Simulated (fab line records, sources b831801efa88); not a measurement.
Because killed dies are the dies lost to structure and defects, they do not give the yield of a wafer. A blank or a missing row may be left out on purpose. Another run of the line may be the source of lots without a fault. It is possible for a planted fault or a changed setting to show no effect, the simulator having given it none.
One fault through the eyes of 2 desks / flow gf180mcu / each desk holds nothing but its own numbers, with what lay behind them at the end

## THE METROLOGY DESK
Lot by lot, what the gauges showed, no matter which tool ran the lot: averages of those sampled wafers that carry a number. Any lot whose mean is over 4 standard deviations away from the usual mean is out of limits and marked OUT; that distance is given in the brackets.
Columns: A = MIM_CVD_05_THK at GF_MIM_THK_MEAS_06, usual 41.8 nm
lot=L443; first seen here=day 24 12:50; A=42.3
lot=L447; first seen here=day 25 17:52; A=41.3
lot=L448; first seen here=day 26 06:20; A=41.7
lot=L449; first seen here=day 26 12:13; A=42.3
lot=L451; first seen here=day 27 04:01; A=42.1
lot=L452; first seen here=day 27 16:20; A=41.0
lot=L454; first seen here=day 28 09:06; A=42.7
lot=L456; first seen here=day 28 16:02; A=42.0
lot=L457; first seen here=day 29 01:40; A=34.4 (-11) OUT
lot=L461; first seen here=day 30 03:49; A=35.5 (-9.7) OUT
lot=L463; first seen here=day 30 16:55; A=41.3
lot=L465; first seen here=day 31 02:08; A=42.7
lot=L466; first seen here=day 31 10:31; A=42.0
This desk finds L457, L461 out of limits, with the earliest case on L457 at day 29 01:40 (MIM_CVD_05_THK at GF_MIM_THK_MEAS_06). L443, L447, L448, L449, L451, L452, L454, L456, L463, L465, L466 stayed within limits.

## TOOL OWNER'S DESK, pecvd-03
The tool's own readings at GF_MIM_CVD_05 (deposits Si3N4, target thk 42 nm, time 29.086 s): means of the sampled wafers that have a number, for each lot that ran on this tool. Any lot whose mean is over 4 standard deviations away from the usual mean is out of limits and marked OUT; that distance is given in the brackets.
Columns: A = heater-power-w at GF_MIM_CVD_05, usual 650 W; B = run-length-s at GF_MIM_CVD_05, usual 57.3 s; C = susceptor-temp-C at GF_MIM_CVD_05, usual 385.01 C
lot=L451; first seen here=day 27 03:59; A=601; B=57.0; C=384.83
lot=L456; first seen here=day 28 16:01; A=704; B=57.6; C=385.08
lot=L457; first seen here=day 29 01:38; A=624; B=51.5 (-10) OUT; C=-
lot=L461; first seen here=day 30 03:46; A=652; B=51.8 (-9.6) OUT; C=-
This desk finds L457, L461 out of limits, L457 being first, at day 29 01:38 (run-length-s at GF_MIM_CVD_05). L451, L456 stayed within limits.

## ALL TOGETHER
The tool owner's desk had the chance to raise an alarm at day 29 01:38 on L457, L461.
L457, L461 would have let the metrology desk raise an alarm at day 29 01:40.
Every lot named ran GF_MIM_CVD_05 on pecvd-03.

## WHAT THE SIMULATOR PUT IN
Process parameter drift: pecvd-03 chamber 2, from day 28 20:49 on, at GF_MIM_CVD_05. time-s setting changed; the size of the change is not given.
Shown lots that were struck: L457, L461.
Delay (hours) between the fault's onset and each desk's first out-of-limits reading: 5 at the tool owner's desk, 5 at the metrology desk.
